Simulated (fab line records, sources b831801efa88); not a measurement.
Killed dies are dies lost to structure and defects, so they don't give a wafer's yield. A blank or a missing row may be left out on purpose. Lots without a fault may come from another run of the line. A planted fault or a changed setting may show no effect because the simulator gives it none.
Problem report in the 8D (eight disciplines) form, filled by code | flow sky130 | the parts of the form that need people (team, actions taken, sign-off) are left out

1. THE PROBLEM
run_length_s at SKY_FIELD_ISO_ETCH_14 reads a mean of 47.1 s on 4 wafers of 2 lots; wafers without a fault read 74.3 s with a standard deviation of 0.42. That is -65 standard deviations from the usual mean.
The step: etches BARC in N2/H2, stops on SiO2, time 45.9 s, target depth 60 nm.
First seen on wafer L103.4, day 5 20:35, on rie_diel-02. The record holds 18 wafers of 6 lots with a number at this step. Rule for "out", or "out of limits": more than 4 standard deviations from the usual mean. The other wafers with a number count as sound.

2. WHAT IT IS AND WHAT IT IS NOT
question                    | is                             | is not
which readings at this step | run_length_s, oes_product_au   | drypump_motor_current_A
which lots                  | L103, L104                     | L105, L108, L991, L996
which wafers of those lots  | L103.4, L103.5, L104.4, L104.6 | L103.6, L104.1
read on which tools         | rie_diel-02                    | rie_diel-01, rie_diel-04
when                        | from day 5 20:35               | up to then (7 sound wafers); but 7 sound wafers of L104, L105, L108 came after

3. SUSPECTS, AND WHAT RULES EACH OUT
Counting: a tool at a process step up to the reading stays a suspect if it ran every lot that is out. Sound lots after the first of them don't rule it out here, since some wafers of a struck lot are sound.
- rie_diel-02 at SKY_FIELD_ISO_ETCH_14 (etches BARC in N2/H2, stops on SiO2, time 45.9 s, target depth 60 nm): kept. It ran every lot that is out, first L103 (day 5 20:35); its last sound lot up to then is L996 (day 4 11:14). Its own readings are out on those wafers: oes_product_au, run_length_s.
- Within rie_diel-02 at SKY_FIELD_ISO_ETCH_14: the wafers that are out ran in chamber 0; their sound lot-mates ran in chambers 1, 3.
Left after counting: rie_diel-02 at SKY_FIELD_ISO_ETCH_14.

4. THE CAUSE (what the simulator had put in)
Process parameter drift: rie_diel-02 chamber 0, from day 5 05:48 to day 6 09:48, at SKY_FIELD_ISO_ETCH_14. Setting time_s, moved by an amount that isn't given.
Counting left only this tool.

5. THE CHAIN OF EFFECTS, in route order
Each row: a reading whose mean over the struck wafers that have a number lies more than 3 standard deviations from the usual. Only readings for which the record gives a usual standard deviation are gone through. hours: the time from each lot's start at the first step in this table that gives one to its start at this step, as a median over the lots. sigmas: the change in usual standard deviations.
hours | step                   | reading                  | usual      | on struck wafers | change | sigmas
0     | SKY_FIELD_ISO_ETCH_14  | oes_product_au           | 0.855 a.u. | 0.998            | +0.143 | +32
0     | SKY_FIELD_ISO_ETCH_14  | run_length_s             | 74.3 s     | 47.1             | -27.1  | -65
0     | SKY_FIELD_ISO_ETCH_15  | oes_product_au           | 0.944 a.u. | 0.371            | -0.573 | -75
0     | SKY_FIELD_ISO_ETCH_15  | throttle_valve_pct       | 8.843 %    | 8.669            | -0.174 | -20
0     | SKY_FIELD_ISO_STRIP_16 | oes_product_au           | 0.376 a.u. | 0.393            | +0.017 | +3.1
0     | SKY_FIELD_ISO_STRIP_16 | strip_time_to_endpoint_s | 3.52 s     | 3.79             | +0.27  | +5.7
The process steps in it:
- SKY_FIELD_ISO_ETCH_14: etches BARC in N2/H2, stops on SiO2, time 45.9 s, target depth 60 nm.
- SKY_FIELD_ISO_ETCH_15: etches the open film in CHF3/O2, stops on Si, target depth 180 nm, time 72 s.
- SKY_FIELD_ISO_STRIP_16: strips in O2/N2.

6. WHAT WOULD HAVE CAUGHT IT SOONER
In this record the first reading out of limits was taken at day 5 20:35, 15 hours after the fault began at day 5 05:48.
